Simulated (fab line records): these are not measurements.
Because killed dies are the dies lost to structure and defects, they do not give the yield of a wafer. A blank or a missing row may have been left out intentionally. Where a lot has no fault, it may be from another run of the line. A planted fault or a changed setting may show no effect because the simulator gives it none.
Matching of chambers + flow sky130 + SKY_POLY_GATE_ETCH_16 on rieDiel-04: 4 sister chambers
The step etches Si3N4 in CH3F/O2, stops on poly-Si, time 147.5 s, target depth 75 nm. 16 wafers are shown with their chamber, then 7 later ones without.

== EACH WAFER AND ITS CHAMBER ==
| wafer  | chamber | oesProductAu (a.u.) | throttleValvePct (%) |
|--------|---------|---------------------|----------------------|
| L539.1 | 0       | 0.640               | 10.534               |
| L539.3 | 2       | 0.642               | 10.546               |
| L539.6 | 3       | 0.629               | 10.536               |
| L541.1 | 1       | 0.635               | 10.534               |
| L541.4 | 0       | 0.644               | 10.532               |
| L541.5 | 2       | 0.642               | 10.531               |
| L544.1 | 0       | 0.641               | 10.540               |
| L544.4 | 1       | 0.642               | 10.535               |
| L544.5 | 1       | 0.645               | 10.543               |
| L546.1 | 0       | 0.651               | 10.538               |
| L546.3 | 2       | 0.643               | 10.527               |
| L546.6 | 0       | 0.641               | 10.545               |
| L548.3 | 2       | 0.649               | 10.538               |
| L548.5 | 0       | 0.644               | 10.534               |
| L548.6 | 1       | 0.631               | 10.537               |
| L554.3 | 3       | 0.644               | 10.540               |

SIGNATURES, as means of the wafers listed above
| reading          | chamber 0 | chamber 1 | chamber 2 | chamber 3 | scatter within a chamber |
|------------------|-----------|-----------|-----------|-----------|--------------------------|
| oesProductAu     | 0.64350   | 0.63825   | 0.64400   | 0.63650   | 0.00541                  |
| throttleValvePct | 10.53717  | 10.53725  | 10.53550  | 10.53800  | 0.00565                  |
Rule: for a wafer and a chamber, the distance is found by dividing, reading by reading, the gap between the wafer's reading and the chamber's mean by the reading's scatter, squaring, summing and taking the root. If the next closest chamber is less than 2 further off than the closest, the wafer can't be placed; otherwise it belongs to the closest. The scatter is the square root of a quotient: the sum, over the shown wafers, of each reading's squared deviation from its chamber's mean, divided by wafers minus chambers.

== WAFERS MISSING THEIR CHAMBER ==
| wafer  | oesProductAu (a.u.) | throttleValvePct (%) |
|--------|---------------------|----------------------|
| L554.6 | 0.641               | 10.528               |
| L561.1 | 0.638               | 10.535               |
| L561.2 | 0.637               | 10.530               |
| L561.6 | 0.640               | 10.551               |
| L562.1 | 0.644               | 10.527               |
| L562.2 | 0.646               | 10.534               |
| L562.6 | 0.647               | 10.539               |

== WHICH CHAMBER EACH ONE RAN IN ==
| wafer  | from the rows above               | in truth |
|--------|-----------------------------------|----------|
| L554.6 | can't be placed: 2 or 0 or 1 or 3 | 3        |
| L561.1 | can't be placed: 1 or 3 or 0 or 2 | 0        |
| L561.2 | can't be placed: 1 or 3 or 2 or 0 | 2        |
| L561.6 | can't be placed: 3 or 1 or 0 or 2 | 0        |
| L562.1 | can't be placed: 2 or 0 or 1 or 3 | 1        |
| L562.2 | can't be placed: 2 or 0 or 1 or 3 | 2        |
| L562.6 | can't be placed: 0 or 2 or 1 or 3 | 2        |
0 of 7 placed correctly. Not placeable from these rows: 7 (in 7, the candidates include the true chamber). 0 placed wrongly.
